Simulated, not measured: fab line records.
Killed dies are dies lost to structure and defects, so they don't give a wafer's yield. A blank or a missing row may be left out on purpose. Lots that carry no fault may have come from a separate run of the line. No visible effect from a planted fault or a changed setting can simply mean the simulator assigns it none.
fab line records	flow sky130	part 2 of 2: steps 29 to 39 of 39
record lots=5	wafers=15	last_day=50
route steps=708 shown DNWELL@42 PWDE@45 NWELL@56
lots that met no fault: from a run of the same line without faults
start_h: hours from the record's first day to the start of the lot's first wafer shown	wait_h: hours since the lot's step before	" repeats the value in the row above	L1.1+2: one row covering several wafers at once	- no value, or no start was given	* or withheld: withheld	< > ~ a bound
route shown NAME@n: a module of which the file shows steps, and the number in the route of the first	usual: mean and standard deviation over wafers with no fault	same: alike in all rows	chamber/n: place in a boat	sites: per-site readings	_std_site: the standard deviation of these	_edge_site: mean of outer sites minus mean of inner sites	radius_mm: for every site, how far away it sits from the centre of the wafer	mask NAME#n: copy n	behind: the last tool/chamber to shape the wafer	hold: why the lot was held/for how many hours/how that ended	device: transistor that didn't switch, given as n, p or np	end of line: at the end of the route, the tests of the same wafers	a step given without rows: its recipe and nothing more	killed: dies lost to structure and defects at the first sort, not the wafer's yield	map: dies across one wafer; x = killed, . = not, _ = none there
set.NAME: setting as actually run; set.NAME@STEP: the setting as run at that earlier step	model.NAME: the simulator's own value behind a step, which no gauge read
lots seen at some steps along the route; tables by step, rows by wafer
services: when a tool's chamber went out of use (start_h, in hours from the record's first day, below 0 if earlier), for how many hours, and the reason
## steps
# step SKY_NWELL_HMDS_17
# recipe prime_time_s=60	prime_temp_c=120
# usual resist_line_temp_C=22.99/0.098
lot.wafer	tool	chamber	start_h	wait_h	resist_line_temp_C
L078.1	litho_track-03	0	122.79	0.1	23.09
L078.2	"	0	"	"	23.14
L078.5	"	0	"	"	22.91
L088.1	litho_track-03	0	176.09	0.1	22.91
L088.2	"	0	"	"	22.88
L088.4	"	0	"	"	22.87
L092.2	litho_track-03	0	200.12	0.1	22.93
L092.5	"	0	"	"	23.01
L092.6	"	0	"	"	23.01
L093.1	litho_track-03	0	209.44	0.1	22.88
L093.2	"	0	"	"	23.03
L093.5	"	0	"	"	22.95
L096.3	litho_track-04	0	221.60	0.1	22.99
L096.4	"	0	"	"	23.03
L096.6	"	0	"	"	23.03
# step SKY_NWELL_COAT_18
# recipe spin_rpm=2000	resist_thk_nm=3000
# usual resist_line_temp_C=23.03/0.11
lot.wafer	tool	chamber	start_h	wait_h	resist_line_temp_C
L078.1	litho_track-03	0	122.94	0.1	23.09
L078.2	"	0	"	"	22.83
L078.5	"	0	"	"	22.96
L088.1	litho_track-03	0	176.24	0.1	23.17
L088.2	"	0	"	"	23.18
L088.4	"	0	"	"	23.15
L092.2	litho_track-03	0	200.27	0.1	23.09
L092.5	"	0	"	"	23.10
L092.6	"	0	"	"	23.10
L093.1	litho_track-03	0	209.59	0.1	23.13
L093.2	"	0	"	"	23.28
L093.5	"	0	"	"	23.09
L096.3	litho_track-04	0	221.75	0.1	23.21
L096.4	"	0	"	"	23.00
L096.6	"	0	"	"	23.05
# step SKY_NWELL_SOFTBAKE_19
# recipe temp_c=110	time_s=withheld
# usual resist_line_temp_C=23.01/0.097
lot.wafer	tool	chamber	start_h	wait_h	resist_line_temp_C
L078.1	litho_track-03	0	123.09	0.1	22.96
L078.2	"	0	"	"	22.98
L078.5	"	0	"	"	22.94
L088.1	litho_track-03	0	176.39	0.1	22.99
L088.2	"	0	"	"	22.96
L088.4	"	0	"	"	22.90
L092.2	litho_track-03	0	200.42	0.1	22.87
L092.5	"	0	"	"	22.78
L092.6	"	0	"	"	22.83
L093.1	litho_track-03	0	209.74	0.1	22.96
L093.2	"	0	"	"	23.03
L093.5	"	0	"	"	23.02
L096.3	litho_track-04	0	221.92	0.1	23.18
L096.4	"	0	"	"	22.82
L096.6	"	0	"	"	23.00
# step SKY_NWELL_EXPOSE_20
# recipe mask_id=NWM_COMPLEMENT	na=0.6	source_shape=conventional	sigma_outer=0.6	polarization=unpolarized	target_cd_nm=840	dose_mj=260
lot.wafer	tool	chamber	start_h	wait_h	mask
L078.1+2+5	iline_stepper-02	0	-	-	NWM_COMPLEMENT#0
L088.1+2+4	iline_stepper-01	0	-	-	NWM_COMPLEMENT#0
L092.2+5+6	iline_stepper-02	0	-	-	NWM_COMPLEMENT#0
L093.1+2+5	iline_stepper-02	0	-	-	NWM_COMPLEMENT#0
L096.3+4+6	iline_stepper-01	0	-	-	NWM_COMPLEMENT#0
# step SKY_NWELL_PEB_21
# recipe temp_c=115	time_s=withheld
# usual resist_line_temp_C=23.00/0.11
lot.wafer	tool	chamber	start_h	wait_h	resist_line_temp_C
L078.1	litho_track-03	0	-	-	23.13
L078.2	"	0	"	"	23.13
L078.5	"	0	"	"	23.05
L088.1	litho_track-04	0	-	-	23.06
L088.2	"	0	"	"	23.14
L088.4	"	0	"	"	23.13
L092.2	litho_track-02	0	-	-	23.00
L092.5	"	0	"	"	22.81
L092.6	"	0	"	"	23.02
L093.1	litho_track-04	0	-	-	22.87
L093.2	"	0	"	"	22.99
L093.5	"	0	"	"	22.82
L096.3	litho_track-03	0	-	-	23.07
L096.4	"	0	"	"	22.84
L096.6	"	0	"	"	22.99
# step SKY_NWELL_DEVELOP_22
# recipe wall_angle_deg=90	developer=TMAH	develop_time_s=60	dev_temp_c=23
# usual resist_line_temp_C=23.01/0.086
lot.wafer	tool	chamber	start_h	wait_h	resist_line_temp_C
L078.1	litho_track-03	0	-	-	23.02
L078.2	"	0	"	"	23.00
L078.5	"	0	"	"	23.10
L088.1	litho_track-04	0	-	-	22.88
L088.2	"	0	"	"	22.87
L088.4	"	0	"	"	22.96
L092.2	litho_track-02	0	-	-	22.83
L092.5	"	0	"	"	22.95
L092.6	"	0	"	"	23.12
L093.1	litho_track-04	0	-	-	23.05
L093.2	"	0	"	"	23.05
L093.5	"	0	"	"	22.97
L096.3	litho_track-03	0	-	-	23.02
L096.4	"	0	"	"	23.01
L096.6	"	0	"	"	22.99
# step SKY_NWELL_OVL_MEAS_23
# usual NWELL_01_OVL=0.1/1.4
lot.wafer	tool	chamber	start_h	wait_h	NWELL_01_OVL[nm]
L078.1	overlay-02	-	132.74	-	0.5
L078.2	"	-	"	"	1.1
L078.5	"	-	"	"	-0.7
L088.1	overlay-02	-	186.80	-	-1.5
L088.2	"	-	"	"	-1.0
L088.4	"	-	"	"	-1.0
L092.2	overlay-02	-	210.68	-	0.7
L092.5	"	-	"	"	0.3
L092.6	"	-	"	"	1.9
L093.1	overlay-02	-	220.75	-	0.9
L093.2	"	-	"	"	1.5
L093.5	"	-	"	"	2.6
L096.3	overlay-01	-	233.35	-	0.7
L096.4	"	-	"	"	-0.3
L096.6	"	-	"	"	-1.1
# step SKY_NWELL_IMPLANT_24
# recipe species=B	energy_kev=140	dose_cm2=9.2e+12	tilt_deg=withheld
lot.wafer	tool	chamber	start_h	wait_h
L078.1+2+5	implanter-04	0	132.78	0.0
L088.1+2+4	implanter-04	0	186.83	0.0
L092.2+5+6	implanter-03	0	210.73	0.0
L093.1+2+5	implanter-04	0	220.78	0.0
L096.3+4+6	implanter-04	0	233.43	0.1
# step SKY_NWELL_STRIP_25
# recipe chemistry=O2/N2	power_w=1400	pressure_mtorr=1500	platen_temp_c=withheld	o2_flow_sccm=3000	n2_flow_sccm=300	overash_fraction=0.5
# usual drypump_motor_current_A=5.31/0.25	oes_product_au=0.722/0.0047	strip_time_to_endpoint_s=36.89/0.093
lot.wafer	tool	chamber	start_h	wait_h	drypump_motor_current_A	oes_product_au	rf_hours_counter_h	strip_time_to_endpoint_s
L078.1	plasma_asher-03	0	132.93	0.1	5.46	0.726	1	36.89
L078.2	"	1	"	"	4.93	0.730	1	36.75
L078.5	"	0	"	"	5.43	0.723	-	36.81
L088.1	plasma_asher-03	1	186.98	0.1	4.94	0.723	7	37.02
L088.2	"	0	"	"	5.43	0.720	7	37.05
L088.4	"	0	"	"	5.43	0.723	-	36.91
L092.2	plasma_asher-03	1	210.86	0.1	4.94	0.726	9	36.91
L092.5	"	0	"	"	5.46	0.720	-	36.83
L092.6	"	1	"	"	4.94	0.721	-	36.88
L093.1	plasma_asher-03	1	220.93	0.1	4.94	0.724	10	36.73
L093.2	"	0	"	"	5.47	0.724	10	36.78
L093.5	"	1	"	"	4.95	0.720	-	36.85
L096.3	plasma_asher-01	1	233.56	0.1	5.58	0.724	-	36.88
L096.4	"	0	"	"	5.15	0.713	-	36.87
L096.6	"	1	"	"	5.56	0.716	-	36.89
# step SKY_NWELL_TW_MEAS_26
# usual NWELL_2_TW=494.9/2.9
lot.wafer	tool	chamber	start_h	wait_h	NWELL_2_TW
L078.1	film_metro-04	-	133.03	0.1	495.2
L078.2	"	-	"	"	497.4
L078.5	"	-	"	"	497.4
L088.1	film_metro-03	-	187.08	0.1	497.2
L088.2	"	-	"	"	495.5
L088.4	"	-	"	"	499.1
L092.2	film_metro-04	-	210.97	0.1	496.5
L092.5	"	-	"	"	492.4
L092.6	"	-	"	"	495.0
L093.1	film_metro-02	-	221.03	0.1	494.2
L093.2	"	-	"	"	491.4
L093.5	"	-	"	"	493.3
L096.3	film_metro-02	-	233.65	0.1	492.9
L096.4	"	-	"	"	492.4
L096.6	"	-	"	"	492.8
# step SKY_NWELL_CLEAN_27
# recipe chemistry=SC1/SC2	mix=1:4:20	temp_c=70	time_s=150	dry=n2_spin
# same time_s=150
lot.wafer	tool	chamber	start_h	wait_h
L078.1+2+5	wet_bench-04	2	133.09	0.1
L088.1+2+4	wet_bench-02	2	187.14	0.1
L092.2+5+6	wet_bench-02	1	211.02	0.0
L093.1+2+5	wet_bench-04	2	221.09	0.1
L096.3+4+6	wet_bench-04	3	233.69	0.0
## services
tool	chamber	start_h	hours	kind
wet_bench-04	-	59.92	1.9	pm
implanter-03	-	65.24	1.0	repair
implanter-04	-	65.75	7.3	repair
plasma_asher-01	-	67.37	2.0	repair
iline_stepper-02	-	70.16	0.8	repair
iline_stepper-02	0	74.81	-	calibration
implanter-04	-	87.89	3.6	pm
implanter-02	-	95.36	3.8	repair
implanter-01	-	98.21	1.1	repair
iline_stepper-01	-	100.73	12.0	repair
plasma_asher-03	-	102.17	2.3	repair
plasma_asher-03	-	108.75	9.0	pm
plasma_asher-03	0	108.75	9.0	vent_cycle
plasma_asher-03	1	108.75	9.0	vent_cycle
iline_stepper-02	-	112.69	1.7	pm
plasma_asher-03	0	117.75	-	clean
plasma_asher-03	1	117.75	-	clean
litho_track-04	-	120.01	-	consumable_replace:filter
implanter-01	-	133.19	4.2	pm
implanter-03	-	139.09	3.8	repair
implanter-03	-	182.30	5.0	repair
implanter-03	-	190.45	2.6	repair
plasma_asher-04	-	223.91	1.5	repair
wet_bench-02	-	232.98	3.2	repair
